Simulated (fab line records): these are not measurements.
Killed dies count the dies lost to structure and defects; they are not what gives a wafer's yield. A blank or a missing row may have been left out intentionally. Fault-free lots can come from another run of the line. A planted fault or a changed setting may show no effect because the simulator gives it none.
A lot that was struck, set against a sound lot | flow sky130 | 15 steps out of a route of 708
Sound: the wafers L256.2, L256.3, L256.5. The struck wafers were L265.2, L265.3, L265.6. The cause is named last.
For every step that has rows: the tool of each side, followed by ch and its chambers, followed by its first start. Under that, the readings that differ: sound wafers | struck wafers | difference of the means | sigmas: that difference in standard deviations of wafers without a fault.
alike: readings whose means differ by less than 2 such deviations, and words and numbers that are the same on both sides. not compared: withheld readings, readings that some wafer has no value for, bounds like >300 that may hide the same value, and numbers for which the record gives no deviation and whose values overlap.
The two part at a step that has a row with sigmas, a row that says differs or no value, or rows on one side only. Numbers that have no deviation but don't overlap get no sigmas and don't part them. A reading that every wafer of one side lacks parts them only if that side has two wafers or more.

first, 2 steps without rows for these wafers: SKY_METAL5_CLEAN_18 (cleans in IPA, time 180 s); SKY_METAL5_CLEAN_19 (cleans in O3/DIW).
SKY_PASSIVATION_CVD_00: deposits SiO2, target thk 90 nm.
  sound on pecvd-04 ch 0,1, day 44 16:02; struck on pecvd-04 ch 1,2, day 47 01:25
  alike: heater power w
SKY_PASSIVATION_THK_MEAS_01:
  struck on film metro-01, day 47 01:26; sound on film metro-03, day 44 16:04
  alike: PASSIVATION_CVD_00_THK
SKY_PASSIVATION_CVD_02: deposits Si3N4, target thk 540 nm.
  sound on pecvd-03 ch 0,1,2, day 44 16:07; struck on pecvd-03 ch 0,1,2, day 47 01:29
  alike: heater power w
SKY_PASSIVATION_THK_MEAS_03:
  struck on film metro-02, day 47 01:44; sound on film metro-02, day 44 16:21
  alike: PASSIVATION_CVD_02_THK
then, 6 steps without rows for these wafers: SKY_PASSIVATION_DEHYDRATE_04 (time 60 s); SKY_PASSIVATION_HMDS_05 (prime time 60 s); SKY_PASSIVATION_COAT_06 (resist thk 3000 nm); SKY_PASSIVATION_SOFTBAKE_07; SKY_PASSIVATION_EXPOSE_08 (exposes mask NSM, target cd 3000 nm); SKY_PASSIVATION_PEB_09.
SKY_PASSIVATION_DEVELOP_10: develop time 60 s.
  sound on litho track-04 ch 0, day 45 14:00; struck on litho track-04 ch 0, day 47 21:00
  reading              | sound             | struck            | difference | sigmas
  developer temp C (C) | 23.10 23.05 23.06 | 23.99 23.89 24.08 | +0.92      | +8
SKY_PASSIVATION_ETCH_11: etches the open film in CF4/O2, stops on AlCu, target depth 725 nm, time 161.1 s.
  sound on rie diel-02 ch 2,3, day 45 14:37; struck on rie diel-02 ch 0,2,3, day 47 22:07
  alike: drypump motor current A, oes product au, throttle valve pct
  not compared: rf hours counter h
then, 1 step without rows for these wafers: SKY_PAD_OPEN_PROBE_99.

== WHERE THEY PART ==
At SKY_PASSIVATION_DEVELOP_10 and nowhere else, as far as this record goes. Later steps at which nothing parts them and some readings are alike: SKY_PASSIVATION_ETCH_11.

WHY: whatever the simulator had introduced
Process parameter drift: litho track-04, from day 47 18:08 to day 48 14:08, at SKY_PASSIVATION_DEVELOP_10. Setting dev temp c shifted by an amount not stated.
